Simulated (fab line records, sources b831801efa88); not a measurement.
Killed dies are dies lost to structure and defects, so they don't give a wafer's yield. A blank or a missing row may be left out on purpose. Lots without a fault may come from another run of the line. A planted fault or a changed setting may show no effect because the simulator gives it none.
Which tool did it? | flow gf180mcu | 13 lots, 39 wafers sampled, at 5 steps of a route of 602

WHAT THE GAUGES READ, wafer by wafer
GF_MVPSD_OVL_MEAS_07. Usual: MVPSD_OVL 1.2 nm, standard deviation 1.3.
lot  | measured     | on         | MVPSD_OVL (nm) | flag
L600 | day 5 02:53  | overlay-01 | 0.8 0.4 0.2    |
L601 | day 5 10:00  | overlay-01 | 1.8 1.7 1.6    |
L604 | day 6 02:07  | overlay-02 | 1.8 1.4 2.6    |
L606 | day 6 12:28  | overlay-02 | 2.4 0.5 0.7    |
L607 | day 6 19:17  | overlay-01 | 3.7 2.0 2.1    |
L608 | day 6 23:56  | overlay-01 | 1.2 1.8 1.5    |
L610 | day 7 12:18  | overlay-02 | 3.4 4.4 6.4    |
L611 | day 7 18:32  | overlay-01 | 3.2 2.8 3.3    |
L612 | day 7 23:00  | overlay-02 | -1.3 0.6 -0.9  |
L613 | day 8 05:13  | overlay-02 | 0.8 1.0 1.3    |
L616 | day 9 01:11  | overlay-01 | 1.5 0.4 0.5    |
L619 | day 9 17:34  | overlay-01 | 1.7 1.8 1.8    |
L623 | day 10 21:02 | overlay-01 | 2.9 1.9 1.4    |

GF_DUAL_GATE_THK_MEAS_03. Usual: DUAL_GATE_OXIDATION_00_THK 10.93 nm, standard deviation 0.22.
lot  | measured     | on            | DUAL_GATE_OXIDATION_00_THK (nm)     | flag
L600 | day 7 20:24  | film_metro-01 | 11.08 11.09 11.08                   |
L601 | day 8 02:26  | film_metro-01 | 10.89 11.00 11.14                   |
L604 | day 8 20:41  | film_metro-01 | 10.89 11.02 11.29                   |
L606 | day 9 10:59  | film_metro-01 | 11.10 11.01 11.15                   |
L607 | day 9 15:58  | film_metro-02 | 11.32 11.21 11.30                   |
L608 | day 9 22:31  | film_metro-01 | 10.92 10.86 10.80                   |
L610 | day 10 13:53 | film_metro-02 | 10.75 10.86 11.06                   |
L611 | day 10 17:13 | film_metro-02 | 10.67 10.59 10.79                   |
L612 | day 11 02:58 | film_metro-02 | 17.59 17.80 17.80 17.64 17.74 17.79 | OFF
L613 | day 11 06:14 | film_metro-01 | 11.28 11.26 11.30                   |
L616 | day 12 07:26 | film_metro-03 | 17.32 17.64 18.06 17.31 17.58 18.00 | OFF
L619 | day 13 01:29 | film_metro-01 | 11.16 11.15 11.07                   |
L623 | day 14 07:58 | film_metro-01 | 10.86 10.87 10.63                   |

GF_M1_CD_MEAS_14: target cd 230 nm. Usual: cd_nm 230.1 nm, standard deviation 1.4.
lot  | measured     | on        | cd_nm (nm)        | flag
L600 | day 17 10:18 | cd_sem-02 | 232.6 232.3 232.5 |
L601 | day 17 18:24 | cd_sem-02 | 228.3 228.9 228.4 |
L604 | day 18 22:20 | cd_sem-02 | 232.3 231.5 229.9 |
L606 | day 19 14:44 | cd_sem-01 | 230.4 229.0 227.8 |
L607 | day 19 22:31 | cd_sem-01 | 231.2 232.4 230.6 |
L608 | day 20 05:11 | cd_sem-02 | 228.9 229.1 229.7 |
L610 | day 20 23:47 | cd_sem-02 | 229.2 228.3 228.3 |
L611 | day 21 05:00 | cd_sem-01 | 229.2 229.7 229.6 |
L612 | day 21 14:51 | cd_sem-02 | 231.5 231.2 230.0 |
L613 | day 22 00:13 | cd_sem-02 | 230.1 228.9 231.1 |
L616 | day 23 04:21 | cd_sem-02 | 230.4 230.2 230.7 |
L619 | day 24 02:16 | cd_sem-01 | 230.7 230.6 230.5 |
L623 | day 25 10:49 | cd_sem-01 | 230.4 230.3 230.9 |

WHICH TOOL RAN EACH LOT (tool, then ch and the chambers of the sampled wafers, then the start)
lot  | GF_DUAL_GATE_OXIDATION_02                                       | GF_M1_SPUTTER_01
L600 | furnace-01 ch 0, day 7 18:58                                    | pvd_sputter-03, day 16 11:49
L601 | furnace-01 ch 0, day 8 00:59                                    | pvd_sputter-01, day 16 19:11
L604 | furnace-01 ch 0, day 8 19:13                                    | pvd_sputter-03, day 17 21:58
L606 | furnace-01 ch 0, day 9 09:31                                    | pvd_sputter-03, day 18 14:56
L607 | furnace-01 ch 0, day 9 14:31                                    | pvd_sputter-01, day 18 22:01
L608 | furnace-01 ch 0, day 9 21:04                                    | pvd_sputter-02, day 19 04:35
L610 | furnace-02 ch 0, day 10 12:26                                   | pvd_sputter-02, day 19 23:32
L611 | furnace-02 ch 0, day 10 15:47                                   | pvd_sputter-02, day 20 04:26
L612 | furnace-02 ch 0, day 10 23:02 and furnace-01 ch 0, day 11 01:31 | pvd_sputter-01, day 20 13:59
L613 | furnace-01 ch 0, day 11 04:47                                   | pvd_sputter-01, day 21 00:49
L616 | furnace-02 ch 0, day 12 04:00 and furnace-01 ch 0, day 12 05:59 | pvd_sputter-03, day 22 04:50
L619 | furnace-01 ch 0, day 13 00:02                                   | pvd_sputter-01, day 23 03:23
L623 | furnace-02 ch 0, day 14 06:31                                   | pvd_sputter-03, day 24 12:38
- GF_DUAL_GATE_OXIDATION_02: stabilise 600 s, purge 300 s, target thk 10.887 nm.
- GF_M1_SPUTTER_01: material TiN, target thk 30 nm, time 25 s.

WHAT THE TOOLS THEMSELVES READ (means of the sampled wafers that have a number; where no wafer has one, the mark that the record gives instead)
GF_DUAL_GATE_OXIDATION_02. Usual: ox_temp_c 900.0 C, standard deviation 0.39; spike_tc_bottom_C 917.4 C, standard deviation 1.5.
lot  | tool                  | ox_temp_c (C) | spike_tc_bottom_C (C) | flag
L600 | furnace-01            | 899.7         | 916.1                 |
L601 | furnace-01            | 900.4         | 917.2                 |
L604 | furnace-01            | 899.8         | 916.3                 |
L606 | furnace-01            | 900.2         | 915.8                 |
L607 | furnace-01            | 900.2         | 916.4                 |
L608 | furnace-01            | 900.2         | 916.8                 |
L610 | furnace-02            | 899.8         | 919.4                 |
L611 | furnace-02            | 899.8         | 919.8                 |
L612 | furnace-02/furnace-01 | 900.0         | 917.2                 |
L613 | furnace-01            | 899.9         | 915.7                 |
L616 | furnace-02/furnace-01 | 900.1         | 917.4                 |
L619 | furnace-01            | 900.1         | 915.7                 |
L623 | furnace-02            | 900.3         | 919.1                 |

GF_M1_SPUTTER_01. Usual: throttle_valve_pct 30.2 %, standard deviation 0.95.
lot  | tool           | throttle_valve_pct (%) | flag
L600 | pvd_sputter-03 | 31.1                   |
L601 | pvd_sputter-01 | 29.8                   |
L604 | pvd_sputter-03 | 30.2                   |
L606 | pvd_sputter-03 | 30.7                   |
L607 | pvd_sputter-01 | 29.6                   |
L608 | pvd_sputter-02 | 29.7                   |
L610 | pvd_sputter-02 | 30.1                   |
L611 | pvd_sputter-02 | 30.1                   |
L612 | pvd_sputter-01 | 30.4                   |
L613 | pvd_sputter-01 | 30.8                   |
L616 | pvd_sputter-03 | 30.6                   |
L619 | pvd_sputter-01 | 30.5                   |
L623 | pvd_sputter-03 | 31.2                   |

THE ANSWER, worked out from the rows above alone
Rule: a lot is off if the mean of its wafers that have a number lies more than 3 standard deviations from the usual mean. A lot without any number at a reading at which 4 lots or more have one is off too. The other lots that the step has rows for count as sound. The gauges are gone through in route order, then the tools' own readings, and for those a lot's mean is taken as printed above. The first step at which some lot is off is used, and at that step the reading that is off furthest; a lot without a number counts as furthest.
Off: L612, L616, at GF_DUAL_GATE_THK_MEAS_03 (DUAL_GATE_OXIDATION_00_THK).
A tool fits if, at a process step before that reading, it ran every lot that is off, and no sound lot after the first of them. The gauges at GF_DUAL_GATE_THK_MEAS_03 are tried like those tools. None of those tried fits.

WHAT THE SIMULATOR HAD PUT IN
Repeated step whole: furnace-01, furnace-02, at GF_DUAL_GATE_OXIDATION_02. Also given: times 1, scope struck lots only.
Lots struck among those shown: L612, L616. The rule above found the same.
